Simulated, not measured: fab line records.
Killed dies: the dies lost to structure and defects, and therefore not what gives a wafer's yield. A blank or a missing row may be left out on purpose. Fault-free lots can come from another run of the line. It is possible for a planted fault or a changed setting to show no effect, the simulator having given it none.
Code-filled problem report in 8D (eight disciplines) form -- flow gf180mcu -- the parts of the form that need people (team, actions taken, sign-off) are left out

1. THE ISSUE
Wafers free of any fault read 702 nm (standard deviation 8.4) for PASSIVATION_CVD_02_THK at GF_PASSIVATION_THK_MEAS_03, against a mean of 885 nm on 5 wafers of 2 lots. Relative to the usual mean, that is a shift of +22 standard deviations.
Earliest sighting: wafer L344.4 on film_metro-04 at day 32 10:21. At this step, 35 wafers from 12 lots have a number in the record. The rule behind "out" and "out of limits": a value lying over 4 standard deviations away from the usual mean. The other wafers with a number count as sound.

2. WHAT IT IS, WHAT IT ISN'T
question,is,is not
which readings at this step,PASSIVATION_CVD_02_THK,-
which lots,"L344, L347","L331, L332, L333, L334, L335, L338, L340, L343, L349, L351"
which wafers of those lots,all that have a number,-
read on which gauges,film_metro-04,"film_metro-01, film_metro-02"
when,from day 32 10:21,"up to then (24 sound wafers); but 6 sound wafers of L349, L351 came after"

3. SUSPECTS, AND WHAT RULES EACH OUT
Counting: a tool stays on the suspect list if, at a process step up to the reading, it processed all lots that are out and no sound lot following the first of them.
- the gauge at GF_PASSIVATION_THK_MEAS_03 has been ruled out. All the wafers that are out were read on film_metro-04, but those of them that GF_PASSIVATION_ETCH_11 has rows for are out there too, on other tools.
- pecvd-01 at GF_PASSIVATION_CVD_02 (deposits Si3N4, target thk 700 nm, time 486.18 s): kept. All lots that are out passed through it, beginning with L344 at day 32 10:11, and no sound lot followed; its final sound lot before that point was L338 at day 31 03:08.
Left after counting: pecvd-01 at GF_PASSIVATION_CVD_02.

4. THE CAUSE (what the simulator had put in)
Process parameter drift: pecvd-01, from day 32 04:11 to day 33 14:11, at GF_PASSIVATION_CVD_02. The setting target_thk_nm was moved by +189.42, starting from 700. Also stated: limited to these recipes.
The count eliminated every tool but this one.

5. SEQUENCE OF EFFECTS, ordered by route
Each row: a reading whose mean over the struck wafers that have a number lies more than 3 standard deviations from the usual. Only readings for which the record gives a usual standard deviation are gone through. hours: the time from each lot's start at the first step in this table that gives one to its start at this step, as a median over the lots. sigmas: the change in usual standard deviations.
hours,step,reading,usual,on struck wafers,change,sigmas
0,GF_PASSIVATION_THK_MEAS_03,PASSIVATION_CVD_02_THK,702 nm,885,+183,+22
16,GF_PASSIVATION_ETCH_11,oes_product_au,0.960 a.u.,0.995,+0.035,+4.9
It contains these process steps:
- GF_PASSIVATION_ETCH_11: etches the open film in CF4/O2, stops on TiN, target depth 1800 nm, time 400 s.

6. WHAT WOULD HAVE CAUGHT IT SOONER
Counted from the fault's start at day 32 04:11, it took 6 hours until the first out-of-limits reading at a measuring or inspecting step in this record, taken at day 32 10:21.
Of the tool readings at GF_PASSIVATION_CVD_02 for which the record gives a usual standard deviation, none was out on any struck wafer, so an alarm limit of 4 standard deviations on them would not have fired.
Among the 2 lots that are out, L347 began GF_PASSIVATION_CVD_02 on pecvd-01 after day 32 10:21. Putting the tool on hold at that point would have spared it.
